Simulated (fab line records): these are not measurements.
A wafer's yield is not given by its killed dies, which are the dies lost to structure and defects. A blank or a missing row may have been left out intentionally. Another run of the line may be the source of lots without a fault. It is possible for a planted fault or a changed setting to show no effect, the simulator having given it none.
Problem report, 8D (eight disciplines) form, completed by code :: flow gf180mcu :: the parts of the form that need people (team, actions taken, sign-off) are left out

## 1. WHAT IS WRONG
At GF_HV_LDD_COAT_02, spin-speed-rpm averages 3274.1 rpm over 6 wafers from 2 lots, while fault-free wafers read 3000.1 rpm, standard deviation 2.1. So: +99 or more standard deviations from the usual mean.
The step: resist thk 1000 nm.
The first sign was on wafer L252.2 at day 13 15:26, on litho-track-04. The record holds 39 wafers of 13 lots with a number at this step. By rule, "out" or "out of limits" means more than 4 standard deviations away from the usual mean. The rest of the wafers with a number are treated as sound.

## 2. WHAT IT IS, WHAT IT ISN'T
question: which readings at this step
is: spin-speed-rpm
is not: -

question: which lots
is: L252, L254
is not: L240, L241, L242, L244, L250, L251, L253, L257, L258, L261, L262

question: which wafers of those lots
is: all that have a number
is not: -

question: read on which tools
is: litho-track-04
is not: litho-track-01, litho-track-03

question: when
is: from day 13 15:26
is not: up to then (18 sound wafers); but 15 sound wafers of L253, L257, L258, L261, L262 came after

## 3. WHAT RULES OUT EACH SUSPECT
Counting: a tool at any process step up to the reading remains a suspect when it ran all the lots that are out and ran no sound lot after the first of those.
- plasma-asher-02 at GF_VT_IMPLANT_STRIP_09 (strips in O2/N2): ruled out as a lasting fault. Sound lots L257, L261, L262 ran on it after its first lot that is out, L252 (day 9 01:28).
- litho-track-04 at GF_HV_LDD_COAT_02 (resist thk 1000 nm): ruled out as a lasting fault. Sound lots L262 ran on it after its first lot that is out, L252 (day 13 15:26).
Left after counting: nothing in the record.

## 4. THE CAUSE (what the simulator had put in)
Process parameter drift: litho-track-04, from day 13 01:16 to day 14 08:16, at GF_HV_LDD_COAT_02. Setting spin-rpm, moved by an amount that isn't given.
Counting ruled it out, wrongly.

## 5. SEQUENCE OF EFFECTS, ordered by route
Rows list readings where the struck wafers' mean (over those with a number) sits beyond 3 standard deviations from the usual. Only readings whose record carries a usual standard deviation are examined. hours: median over the lots of the time between each lot's start at the first step of this table that gives one and its start at this step. sigmas: the change, counted in usual standard deviations.
hours: 0
step: GF_HV_LDD_COAT_02
reading: spin-speed-rpm
usual: 3000.1 rpm
on struck wafers: 3274.1
change: +274.0
sigmas: +99 or more

hours: 11
step: GF_HV_LDD_STRIP_10
reading: strip-time-to-endpoint-s
usual: 12.65 s
on struck wafers: 12.16
change: -0.49
sigmas: -13
The process steps in it:
- GF_HV_LDD_COAT_02: resist thk 1000 nm.
- GF_HV_LDD_STRIP_10: strips in O2/N2.

## 6. HOW IT WOULD HAVE BEEN CAUGHT EARLIER
First out-of-limits reading in this record: day 13 15:26, which is 14 hours after fault onset at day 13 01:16.
